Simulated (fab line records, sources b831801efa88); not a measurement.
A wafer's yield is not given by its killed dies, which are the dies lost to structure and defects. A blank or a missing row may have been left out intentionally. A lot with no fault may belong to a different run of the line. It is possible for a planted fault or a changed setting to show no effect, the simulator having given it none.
One fault through the eyes of 2 desks | flow sky130 | only its own numbers are on each desk; what lay behind them is given at the end

FOR THE TOOL OWNER'S DESK: wetBench-04
The tool's own readings at SKY_FIELD_ISO_WET_ETCH_30 (etches SiO2 in dHF, target depth 25 nm, time 50 s): means of the sampled wafers that have a number, for each lot that ran on this tool. Marked OUT: a lot whose mean sits more than 4 standard deviations from the usual mean, which makes it out of limits; the brackets give that distance.
Columns: A = runLengthS at SKY_FIELD_ISO_WET_ETCH_30, usual 78.8 s
lot  | first seen here | A
L165 | day 2 22:54     | 76.2
L166 | day 2 22:54     | 76.5
L176 | day 4 19:32     | 111.9 (+12) OUT
L177 | day 5 00:11     | 113.0 (+12) OUT
This desk's verdict: out of limits on L176, L177, starting with L176 at day 4 19:32 (runLengthS at SKY_FIELD_ISO_WET_ETCH_30). In limits: L165, L166.

FROM THE METROLOGY DESK
What the gauges read, lot by lot, whatever tool the lot ran on: means of the sampled wafers that have a number. Marked OUT: a lot whose mean sits more than 4 standard deviations from the usual mean, which makes it out of limits; the brackets give that distance.
Columns: A = FIELD_ISO_OXIDATION_00_THK at SKY_FIELD_ISO_THK_MEAS_02, usual 12.0 nm; B = DNWELL_TW at SKY_DNWELL_TW_MEAS_09, usual 1121; C = SONOS_TUNNEL_OVL at SKY_SONOS_TUNNEL_OVL_MEAS_08, usual 0.5 nm
lot  | first seen here | A    | B    | C
L166 | day 1 19:20     | 11.5 | 1117 | 0.1
L165 | day 1 19:20     | 11.2 | 1119 | 0.7
L168 | day 2 06:30     | 11.5 | 1124 | 2.8
L169 | day 2 13:33     | 11.9 | 1137 | -1.0
L174 | day 3 09:30     | 12.3 | 1117 | -0.1
L176 | day 3 18:38     | 12.0 | 1126 | 1.4
L177 | day 3 23:50     | 12.0 | 1130 | 0.1
L182 | day 5 00:51     | 11.9 | 1125 | 0.2
L183 | day 5 06:38     | 11.9 | 1118 | 0.1
L184 | day 5 13:45     | 12.4 | 1117 | -0.1
L185 | day 5 19:22     | 12.0 | 1124 | 1.6
L187 | day 6 03:51     | 12.2 | 1114 | 0.1
L186 | day 6 03:52     | 12.4 | 1132 | 0.3
L188 | day 6 10:49     | 12.1 | 1122 | 1.7
This desk's verdict: no lot among the 14 shows anything out of limits.

BROUGHT TOGETHER
The tool owner's desk could have raised an alarm at day 4 19:32, on L176, L177.
From the metrology desk's view, nothing was out of limits.
The metrology desk holds a record of L176, L177, inside its limits.
On wetBench-04, each named lot ran SKY_FIELD_ISO_WET_ETCH_30.

WHAT HAD BEEN PUT IN BY THE SIMULATOR
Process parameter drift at SKY_FIELD_ISO_WET_ETCH_30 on wetBench-04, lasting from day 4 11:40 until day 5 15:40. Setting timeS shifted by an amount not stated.
Shown lots that were struck: L176, L177.
Time in hours from fault onset to the first out-of-limits reading at each desk: the tool owner's desk, 8.
